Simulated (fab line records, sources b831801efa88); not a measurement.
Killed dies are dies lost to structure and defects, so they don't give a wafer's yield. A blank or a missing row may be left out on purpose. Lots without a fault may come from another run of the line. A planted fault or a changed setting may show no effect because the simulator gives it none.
Chamber matching | flow gf180mcu | GF_MIM_CVD_05 on pecvd-04: 3 sister chambers
The step deposits Si3N4, target thk 42 nm, time 29.086 s. 6 wafers are shown with their chamber, then 12 later ones without.

WAFERS WITH THEIR CHAMBER
wafer  | chamber | heater_power_w (W)
L089.5 | 0       | 482
L091.1 | 1       | 522
L091.4 | 2       | 563
L092.1 | 0       | 533
L092.4 | 2       | 570
L092.6 | 1       | 637

WAFERS WITHOUT THEIR CHAMBER
wafer  | heater_power_w (W)
L093.4 | 537
L093.5 | 547
L093.6 | 580
L095.1 | 641
L095.3 | 531
L095.6 | 634
L096.1 | 528
L096.2 | 595
L096.3 | 505
L096.4 | 539
L096.5 | 494
L096.6 | 594

WHICH CHAMBER EACH WENT THROUGH
wafer  | from the rows above          | in truth
L093.4 | can't be placed: 0 or 2 or 1 | 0
L093.5 | can't be placed: 2 or 1 or 0 | 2
L093.6 | can't be placed: 1 or 2 or 0 | 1
L095.1 | can't be placed: 1 or 2 or 0 | 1
L095.3 | can't be placed: 0 or 2 or 1 | 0
L095.6 | can't be placed: 1 or 2 or 0 | 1
L096.1 | can't be placed: 0 or 2 or 1 | 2
L096.2 | can't be placed: 1 or 2 or 0 | 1
L096.3 | can't be placed: 0 or 2 or 1 | 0
L096.4 | can't be placed: 2 or 0 or 1 | 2
L096.5 | can't be placed: 0 or 2 or 1 | 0
L096.6 | can't be placed: 1 or 2 or 0 | 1
Placed correctly: 0 of 12. Can't be placed from these rows: 12 (the true chamber is among the candidates in 12). Placed wrongly: 0.
How it was worked out, from the rows above alone: a wafer's distance from a chamber is the root of the sum, over the readings, of the square of ((its reading less the chamber's mean) divided by the reading's scatter). The wafer belongs to the nearest chamber; if the next one is less than 2 further off, it can't be placed. A chamber's mean is the mean of its shown wafers. The scatter: the root of (the sum of the squares of (reading less its chamber's mean) over the shown wafers, divided by (wafers less chambers)).
